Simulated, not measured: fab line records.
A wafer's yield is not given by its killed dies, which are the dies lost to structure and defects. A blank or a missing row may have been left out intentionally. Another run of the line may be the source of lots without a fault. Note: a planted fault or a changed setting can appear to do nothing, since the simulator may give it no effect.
fab line records	flow sky130
record lots=11	wafers=33	last-day=50
route steps=708 shown SPACER@304 POLY_CUT@318 LI_CONTACT@365 LOCAL_INTERCONNECT@398
lots that met no fault: from a run of the same line without faults
start-h: the number of hours between the record's first day and the start of the first shown wafer of the lot	wait-h: hours since the lot's step before	" repeats the value in the row above	L1.1+2: a row that stands for several wafers	- value missing, or start not given	* or withheld: withheld	< > ~ a bound
route shown NAME@n: names a module that has steps shown in the file, with the first one's number in the route	usual: mean/standard deviation of fault-free wafers	same: alike in all rows	chamber/n: place in a boat	sites: per-site readings	_std_site: standard deviation across them	_edge_site: outer sites' mean less inner sites'	radius-mm: for every site, how far away it sits from the centre of the wafer	mask NAME#n: copy n	behind: the tool/chamber that last shaped the wafer	hold: what put the lot on hold/how long, in hours/how the hold closed	device: transistor that didn't switch, given as n, p or np	end of line: tests of these same wafers at the route's end	a step given without rows: its recipe and nothing more	killed: count of dies lost to structure and defects at first sort (not the wafer's yield)	map: a wafer's dies, x killed, . not, _ none there
set.NAME: setting as actually run; set.NAME@STEP: the setting as run at that earlier step	model.NAME: the simulator's own value behind a step, which no gauge read
the route's steps for a sample of lots (tables are steps, rows are wafers)
services: a tool's chamber out of use, with start hour (start-h, from the record's first day; less than 0 if before it), hours out, and reason
## steps
# step SKY_SPACER_CVD_00
# recipe material=Si3N4	precursor=DCS/NH3	target-thk-nm=43.1	temp-c=770	time-s=740	pressure-mtorr=250
# usual pressure-mtorr=249.9/0.5	spike-tc-centre-C=770.7/0.96	spike-tc-lower-C=770.3/1
lot.wafer	tool	chamber	start-h	wait-h	pressure-mtorr	spike-tc-centre-C	spike-tc-lower-C
L749.3	lpcvd-02	0	522.68	0.5	250.1	770.3	770.2
L749.5	"	0	"	"	249.7	771.1	771.4
L749.6	"	0	"	"	249.4	772.5	770.9
L750.1	lpcvd-02	1	540.29	0.0	249.7	770.4	771.2
L750.2	"	1	"	"	249.5	771.8	771.4
L750.5	"	1	"	"	249.6	770.7	771.2
L751.2	lpcvd-02	0	544.37	0.0	250.0	770.7	771.4
L751.3	"	0	"	"	249.6	770.3	770.2
L751.5	"	0	"	"	249.4	769.9	770.5
L752.1	lpcvd-02	0	551.84	1.5	250.2	771.2	770.7
L752.4	"	0	"	"	250.8	771.2	769.1
L752.5	"	0	"	"	250.1	772.3	770.0
L756.1	lpcvd-02	1	594.39	2.9	124.9	768.9	770.6
L756.4	"	1	"	"	124.2	772.0	768.2
L756.6	"	1	"	"	124.0	771.5	769.9
L767.2	lpcvd-02	1	682.27	0.0	250.6	772.1	772.6
L767.5	"	1	"	"	250.2	770.8	768.3
L767.6	"	1	"	"	250.1	771.6	770.9
L766.1	lpcvd-02	0	683.81	0.0	249.5	769.3	771.1
L766.3	"	0	"	"	250.0	770.7	771.0
L766.4	"	0	"	"	250.0	770.1	771.0
L768.1	lpcvd-02	0	687.17	0.0	250.5	771.5	771.4
L768.2	"	0	"	"	250.1	771.7	770.0
L768.4	"	0	"	"	250.5	770.8	770.5
L769.2	lpcvd-02	1	713.82	0.0	249.7	770.3	768.4
L769.3	"	1	"	"	250.1	769.8	771.0
L769.4	"	1	"	"	250.5	770.7	769.7
L771.3	lpcvd-02	1	715.78	0.0	250.4	773.0	772.2
L771.4	"	1	"	"	249.7	770.8	769.6
L771.5	"	1	"	"	250.0	769.3	769.0
L772.2	lpcvd-02	0	723.33	0.1	249.5	769.5	770.2
L772.3	"	0	"	"	249.9	768.7	771.0
L772.4	"	0	"	"	249.1	770.3	768.7
# step SKY_SPACER_THK_MEAS_01
# recipe reads=Si3N4_of_SPACER_CVD_00
# usual SPACER_CVD_00_THK=43.0/0.37
lot.wafer	tool	chamber	start-h	wait-h	SPACER_CVD_00_THK[nm]
L749.3	film-metro-04	-	523.90	0.0	43.5
L749.5	"	-	"	"	43.6
L749.6	"	-	"	"	43.2
L750.1	film-metro-01	-	541.49	0.0	42.7
L750.2	"	-	"	"	43.3
L750.5	"	-	"	"	43.2
L751.2	film-metro-04	-	545.58	0.0	43.7
L751.3	"	-	"	"	43.5
L751.5	"	-	"	"	43.3
L752.1	film-metro-04	-	553.65	0.0	43.3
L752.4	"	-	"	"	43.5
L752.5	"	-	"	"	43.5
L756.1	film-metro-01	-	595.60	0.0	34.5
L756.4	"	-	"	"	34.8
L756.6	"	-	"	"	34.6
L767.2	film-metro-01	-	683.49	0.0	42.9
L767.5	"	-	"	"	43.2
L767.6	"	-	"	"	42.9
L766.1	film-metro-01	-	685.01	0.0	42.8
L766.3	"	-	"	"	42.8
L766.4	"	-	"	"	42.4
L768.1	film-metro-01	-	688.37	0.0	42.3
L768.2	"	-	"	"	42.6
L768.4	"	-	"	"	42.2
L769.2	film-metro-01	-	715.04	0.0	43.1
L769.3	"	-	"	"	43.0
L769.4	"	-	"	"	43.5
L771.3	film-metro-01	-	717.00	0.0	43.0
L771.4	"	-	"	"	43.0
L771.5	"	-	"	"	42.8
L772.2	film-metro-01	-	724.55	0.0	43.1
L772.3	"	-	"	"	43.3
L772.4	"	-	"	"	43.2
# step SKY_SPACER_ETCHBACK_02
# recipe chemistry=CH3F/O2	target=Si3N4	stop-on=SiO2	source-w=400	bias-w=80	pressure-mtorr=25	ch3f-flow-sccm=40	O2_flow_sccm=30	time-s=46.7	target-depth-a=450
# usual bias-w=79.98/0.23	drypump-motor-current-A=5.7/0.42	oes-product-au=0.855/0.0061	throttle-valve-pct=10.563/0.0091
lot.wafer	tool	chamber	start-h	wait-h	bias-w	drypump-motor-current-A	oes-product-au	rf-hours-counter-h	throttle-valve-pct
L749.3	rie-diel-02	1	523.94	0.0	79.90	6.3	0.869	30	10.571
L749.5	"	0	"	"	79.61	5.1	0.862	-	10.570
L749.6	"	3	"	"	80.00	5.9	0.853	-	10.565
L750.1	rie-diel-03	1	541.55	0.1	79.60	5.4	0.845	2	10.562
L750.2	"	0	"	"	79.91	6.0	0.852	36	10.563
L750.5	"	0	"	"	79.60	5.9	0.846	-	10.565
L751.2	rie-diel-03	0	545.63	0.0	79.92	5.9	0.859	36	10.570
L751.3	"	3	"	"	80.21	5.9	0.852	7	10.567
L751.5	"	3	"	"	80.43	5.9	0.854	-	10.558
L752.1	rie-diel-02	2	553.71	0.1	80.00	5.5	0.852	2	10.571
L752.4	"	2	"	"	79.55	5.5	0.864	-	10.565
L752.5	"	0	"	"	79.96	5.2	0.850	-	10.576
L756.1	rie-diel-04	3	595.66	0.1	79.99	6.4	0.768	52	10.551
L756.4	"	0	"	"	79.99	5.4	0.766	-	10.549
L756.6	"	2	"	"	80.26	6.0	0.759	-	10.539
L767.2	rie-diel-04	2	683.54	0.0	80.43	6.0	0.854	10	10.550
L767.5	"	2	"	"	80.20	6.0	0.847	-	10.560
L767.6	"	1	"	"	80.00	5.6	0.858	-	10.565
L766.1	rie-diel-03	3	685.07	0.1	79.76	5.9	0.852	10	10.574
L766.3	"	0	"	"	80.12	6.0	0.859	39	10.563
L766.4	"	1	"	"	80.12	5.4	0.847	6	10.551
L768.1	rie-diel-02	1	688.43	0.1	79.91	6.4	0.850	34	10.551
L768.2	"	0	"	"	80.00	5.1	0.854	15	10.574
L768.4	"	3	"	"	80.14	5.9	0.852	3	10.550
L769.2	rie-diel-04	2	715.09	0.0	79.85	6.0	0.850	10	10.566
L769.3	"	1	"	"	79.65	5.7	0.857	7	10.571
L769.4	"	2	"	"	79.84	6.0	0.860	-	10.554
L771.3	rie-diel-02	1	717.04	0.0	80.05	6.4	0.858	35	10.546
L771.4	"	0	"	"	80.23	5.2	0.861	16	10.565
L771.5	"	0	"	"	80.15	5.2	0.863	-	10.562
L772.2	rie-diel-02	0	724.60	0.0	79.85	5.1	0.855	16	10.561
L772.3	"	2	"	"	80.00	5.5	0.857	6	10.562
L772.4	"	1	"	"	80.08	6.4	0.859	35	10.571
# step SKY_POLY_CUT_ETCH_11
# recipe target=Si3N4	chemistry=CF4/CH2F2/Ar	stop-on=poly-Si	source-w=600	bias-w=150	pressure-mtorr=40	cf4-flow-sccm=40	ch2f2-flow-sccm=20	Ar_flow_sccm=150	time-s=42.5	target-depth-a=600
# usual bias-w=150.0/0.44	drypump-motor-current-A=5.6/0.42	oes-product-au=0.829/0.0062	throttle-valve-pct=14.993/0.0083
lot.wafer	tool	chamber	start-h	wait-h	bias-w	drypump-motor-current-A	oes-product-au	rf-hours-counter-h	throttle-valve-pct
L749.3	rie-diel-03	1	554.46	0.0	150.4	5.5	0.840	3	14.990
L749.5	"	2	"	"	150.6	5.1	0.838	-	14.996
L749.6	"	1	"	"	150.0	5.5	0.836	-	14.981
L750.1	rie-diel-03	1	571.96	0.0	149.0	5.5	0.832	3	14.995
L750.2	"	2	"	"	149.3	5.1	0.828	1	15.007
L750.5	"	1	"	"	149.3	5.5	0.821	-	14.998
L751.2	rie-diel-03	3	575.66	0.0	150.1	6.0	0.821	8	14.999
L751.3	"	2	"	"	149.9	5.1	0.822	1	14.995
L751.5	"	1	"	"	150.1	5.5	0.830	-	14.994
L752.1	rie-diel-04	2	584.10	0.0	150.1	6.0	0.838	8	14.990
L752.4	"	0	"	"	149.7	5.4	0.828	12	14.999
L752.5	"	0	"	"	149.2	5.4	0.836	-	15.001
L756.1	rie-diel-01	0	624.13	0.0	150.1	4.8	0.832	16	14.999
L756.4	"	3	"	"	150.1	5.6	0.835	15	14.997
L756.6	"	1	"	"	150.1	5.3	0.838	-	14.984
L767.2	rie-diel-03	1	711.01	0.0	149.6	5.5	0.832	7	14.976
L767.5	"	0	"	"	149.9	6.0	0.829	-	14.983
L767.6	"	3	"	"	150.1	5.9	0.826	-	14.986
L766.1	rie-diel-04	0	712.93	0.0	149.7	5.4	0.834	15	14.988
L766.3	"	1	"	"	150.9	5.6	0.834	7	14.997
L766.4	"	2	"	"	150.5	6.0	0.835	-	14.991
L768.1	rie-diel-01	3	716.41	0.0	149.9	5.6	0.825	17	14.992
L768.2	"	1	"	"	150.3	5.3	0.823	17	14.986
L768.4	"	2	"	"	150.3	6.1	0.814	18	14.987
L769.2	rie-diel-01	3	742.43	0.0	149.3	5.6	0.839	18	15.001
L769.3	"	0	"	"	150.2	4.8	0.831	19	14.995
L769.4	"	2	"	"	150.7	6.1	0.826	18	14.982
L771.3	rie-diel-01	3	744.53	0.0	150.3	5.6	0.832	18	14.987
L771.4	"	0	"	"	150.0	4.8	0.832	19	14.999
L771.5	"	3	"	"	148.8	5.6	0.819	-	14.987
L772.2	rie-diel-03	3	751.35	0.0	150.2	5.9	0.825	12	14.994
L772.3	"	2	"	"	149.6	5.1	0.830	5	14.986
L772.4	"	0	"	"	149.7	5.9	0.831	41	14.995
# step SKY_LI_CONTACT_BOW_MEAS_03
# recipe mode=bow
# usual LI_CONTACT_BOW=55/7.5
lot.wafer	tool	chamber	start-h	wait-h	LI_CONTACT_BOW[um]
L749.3	film-metro-02	-	643.39	0.3	60
L749.5	"	-	"	"	50
L749.6	"	-	"	"	63
L750.1	film-metro-03	-	659.95	0.2	55
L750.2	"	-	"	"	59
L750.5	"	-	"	"	58
L751.2	film-metro-04	-	662.86	0.2	48
L751.3	"	-	"	"	56
L751.5	"	-	"	"	68
L752.1	film-metro-02	-	672.52	0.2	47
L752.4	"	-	"	"	60
L752.5	"	-	"	"	48
L756.1	film-metro-03	-	710.80	0.2	57
L756.4	"	-	"	"	44
L756.6	"	-	"	"	53
L767.2	film-metro-04	-	794.21	0.2	53
L767.5	"	-	"	"	46
L767.6	"	-	"	"	53
L766.1	film-metro-04	-	796.34	0.2	52
L766.3	"	-	"	"	50
L766.4	"	-	"	"	49
L768.1	film-metro-04	-	799.72	0.1	52
L768.2	"	-	"	"	62
L768.4	"	-	"	"	70
L769.2	film-metro-03	-	824.07	0.2	65
L769.3	"	-	"	"	66
L769.4	"	-	"	"	58
L771.3	film-metro-03	-	826.55	0.1	55
L771.4	"	-	"	"	44
L771.5	"	-	"	"	61
L772.2	film-metro-04	-	831.31	0.1	59
L772.3	"	-	"	"	50
L772.4	"	-	"	"	44
# step SKY_LOCAL_INTERCONNECT_CD_MEAS_11
# recipe target-cd-nm=170
# usual cd-nm=170.8/1.7
lot.wafer	tool	chamber	start-h	wait-h	cd-nm
L749.3	cd-sem-02	-	703.09	-	172.8
L749.5	"	-	"	"	173.7
L749.6	"	-	"	"	172.8
L750.1	cd-sem-02	-	718.10	-	170.6
L750.2	"	-	"	"	169.5
L750.5	"	-	"	"	171.0
L751.2	cd-sem-02	-	719.94	-	174.2
L751.3	"	-	"	"	174.0
L751.5	"	-	"	"	174.2
L752.1	cd-sem-01	-	730.62	-	169.9
L752.4	"	-	"	"	169.0
L752.5	"	-	"	"	169.1
L756.1	cd-sem-01	-	766.38	-	170.2
L756.4	"	-	"	"	170.9
L756.6	"	-	"	"	172.0
L767.2	cd-sem-01	-	847.79	-	171.0
L767.5	"	-	"	"	172.2
L767.6	"	-	"	"	172.6
L766.1	cd-sem-02	-	850.10	-	169.4
L766.3	"	-	"	"	169.8
L766.4	"	-	"	"	169.1
L768.1	cd-sem-02	-	854.00	-	170.3
L768.2	"	-	"	"	170.0
L768.4	"	-	"	"	172.1
L769.2	cd-sem-02	-	877.52	-	169.7
L769.3	"	-	"	"	169.4
L769.4	"	-	"	"	170.0
L771.3	cd-sem-01	-	879.79	-	170.7
L771.4	"	-	"	"	171.6
L771.5	"	-	"	"	171.8
L772.2	cd-sem-02	-	882.77	-	172.7
L772.3	"	-	"	"	173.2
L772.4	"	-	"	"	172.3
## services
tool	chamber	start-h	hours	kind
rie-diel-03	-	517.12	12.7	repair
rie-diel-03	2	529.86	-	clean
rie-diel-03	2	529.86	24.2	scheduled-down
rie-diel-03	2	529.86	24.2	vent-cycle
rie-diel-03	3	533.66	8.5	repair
rie-diel-02	-	542.34	0.6	repair
rie-diel-02	3	553.66	-	clean
rie-diel-02	3	553.66	12.7	scheduled-down
rie-diel-04	2	563.71	7.0	repair
rie-diel-04	0	564.88	4.6	repair
rie-diel-02	-	570.04	1.3	repair
rie-diel-01	3	576.84	7.6	repair
rie-diel-04	1	592.21	14.7	repair
rie-diel-04	1	630.25	1.7	repair
rie-diel-04	3	633.21	5.3	repair
rie-diel-02	2	636.70	8.1	repair
rie-diel-03	1	647.18	7.3	repair
rie-diel-04	2	668.20	8.2	repair
rie-diel-02	1	712.67	2.9	repair
rie-diel-04	3	720.29	5.0	repair
rie-diel-02	1	736.36	16.2	repair
rie-diel-04	0	738.01	4.0	repair
rie-diel-02	3	738.56	7.5	repair
rie-diel-03	1	742.12	7.5	repair
## key
first-sign step=SKY_SPACER_CVD_00	reading=pressure-mtorr	direction=down	sigmas=99+	usual=249.9	struck=124.4
effect step=SKY_SPACER_THK_MEAS_01	reading=SPACER_CVD_00_THK	direction=down	sigmas=23	usual=43.0	struck=34.6
effect step=SKY_SPACER_ETCHBACK_02	reading=oes-product-au	direction=down	sigmas=15	usual=0.855	struck=0.764
met-at SKY_SPACER_CVD_00
struck-lots L756
struck-wafers L756.1,L756.4,L756.6
tester-left-out L756
not-acting-at SKY_POLY_CUT_ETCH_11,SKY_LI_CONTACT_BOW_MEAS_03,SKY_LOCAL_INTERCONNECT_CD_MEAS_11
onset-between 540.29 594.39
fault kind=process-parameter-drift	tool=lpcvd-02	chamber=1	onset-h=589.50	steps=SKY_SPACER_CVD_00	channel=pressure-mtorr	offset=-125	shape=step	end-h=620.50	acts-in=these-recipes-only	stated=250
# tester-left-out: of these lots the tester's yield and bins aren't shown, on N5 and GAA mostly nor the transistor test; their killed dies are dies lost to structure and defects alone, not to doping, threshold or leakage, so they don't give the yield
